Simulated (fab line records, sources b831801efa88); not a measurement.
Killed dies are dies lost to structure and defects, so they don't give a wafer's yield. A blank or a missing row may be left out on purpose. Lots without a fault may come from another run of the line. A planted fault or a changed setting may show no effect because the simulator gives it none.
A struck lot beside a sound one | flow gf180mcu | 16 steps out of a route of 602
Sound: wafers L444.1, L444.3, L444.6. Struck: wafers L455.3, L455.5. (L455.2 of the same lot was not struck and is left out.) The cause comes at the end.
At each step with rows: each side's tool, then ch and its chambers, then its first start. Under that, the readings that differ: sound wafers | struck wafers | difference of the means | sigmas: that difference in standard deviations of wafers without a fault.
alike: readings whose means differ by less than 2 such deviations, and words and numbers that are the same on both sides. not compared: withheld readings, readings that some wafer has no value for, bounds like >300 that may hide the same value, and numbers for which the record gives no deviation and whose values overlap.
The two part at a step that has a row with sigmas, a row that says differs or no value, or rows on one side only. Numbers that don't overlap but have no deviation are shown without sigmas and don't part them. A reading that every wafer of one side lacks parts them only if that side has two wafers or more.

first, 1 step without rows for these wafers: GF_STI_DEVELOP_11 (develop time 60 s).
GF_STI_CD_MEAS_12: target cd 220 nm.
  sound on cd_sem-02, day 2 17:09; struck on cd_sem-01, day 5 02:28
  alike: cd_nm
GF_STI_ETCH_13: etches the open film in CHF3/O2, stops on Si, target depth 282.31 nm, time 112.9 s.
  sound on rie_diel-04 ch 0,2, day 2 17:16; struck on rie_diel-02 ch 1,2, day 5 02:34
  alike: bias_w, drypump_motor_current_A, oes_product_au, throttle_valve_pct
  not compared: rf_hours_counter_h
GF_STI_ETCH_14: etches Si in HBr/Cl2/O2, target depth 360 nm, time 102.9 s.
  sound on rie_si-02 ch 0,1, day 2 17:21; struck on rie_si-01 ch 0, day 5 02:39
  reading             | sound             | struck      | difference | sigmas
  mfc_cl2_sccm (sccm) | 40.10 40.28 40.12 | 39.87 39.91 | -0.28      | -2
  alike: bias_w, drypump_motor_current_A, oes_product_au, throttle_valve_pct
  not compared: rf_hours_counter_h
GF_STI_STRIP_15: strips in O2/N2.
  sound on plasma_asher-03 ch 0,1, day 2 17:25; struck on plasma_asher-02 ch 0, day 5 02:43
  alike: drypump_motor_current_A, heater_power_w, oes_product_au, strip_time_to_endpoint_s
  not compared: rf_hours_counter_h
then, 6 steps without rows for these wafers: GF_STI_CLEAN_16 (cleans in dHF, time 25 s); GF_STI_WET_ETCH_17 (etches Si3N4 in H3PO4, target depth 45 nm, time 514 s); GF_STI_CLEAN_18 (cleans in SC1/SC2, time 150 s); GF_STI_CLEAN_19 (cleans in dHF, time 20 s); GF_STI_WET_ETCH_20 (etches SiO2 in dHF, target depth 20 nm, time 400 s); GF_STI_OXIDATION_21 (stabilise 600 s, purge 300 s, target thk 15 nm).
GF_STI_THK_MEAS_22:
  sound on film_metro-04, day 2 19:05; struck on film_metro-03, day 5 07:32
  alike: STI_OXIDATION_01_THK
GF_STI_CVD_23: deposits SiO2, target thk 650 nm, time 108.3 s.
  sound on hdpcvd-01 ch 1,2, day 2 19:09; struck on hdpcvd-02 ch 0, day 5 07:35
  reading                              | sound           | struck    | difference | sigmas
  model.SiO2_of_STI_CVD_23.thk_nm (nm) | 665 660.5 656.2 | 611 604.8 | -53        |
GF_STI_THK_MEAS_24:
  sound on film_metro-01, day 2 19:14; struck on film_metro-04, day 5 07:40
  reading             | sound       | struck  | difference | sigmas
  STI_CVD_23_THK (nm) | 665 661 656 | 611 605 | -53        | -9
GF_STI_CMP_25: polishes, stops on Si3N4, t overpolish 33 s, target thk 524.6 nm.
  sound on cmp-01 ch 0,1,2, day 2 19:23; struck on cmp-01 ch 1,3, day 5 07:46
  alike: motor_current_A, slurry_filter_dp_kPa, time_to_endpoint_s
GF_PASSIVATION_PROBE_99:
  the record has rows for the sound wafers here (prober-02, day 29 22:47) and none for the struck ones

WHERE THEY PART
First at GF_STI_ETCH_14; last, within this record, at GF_PASSIVATION_PROBE_99.

WHY: what the simulator had put in
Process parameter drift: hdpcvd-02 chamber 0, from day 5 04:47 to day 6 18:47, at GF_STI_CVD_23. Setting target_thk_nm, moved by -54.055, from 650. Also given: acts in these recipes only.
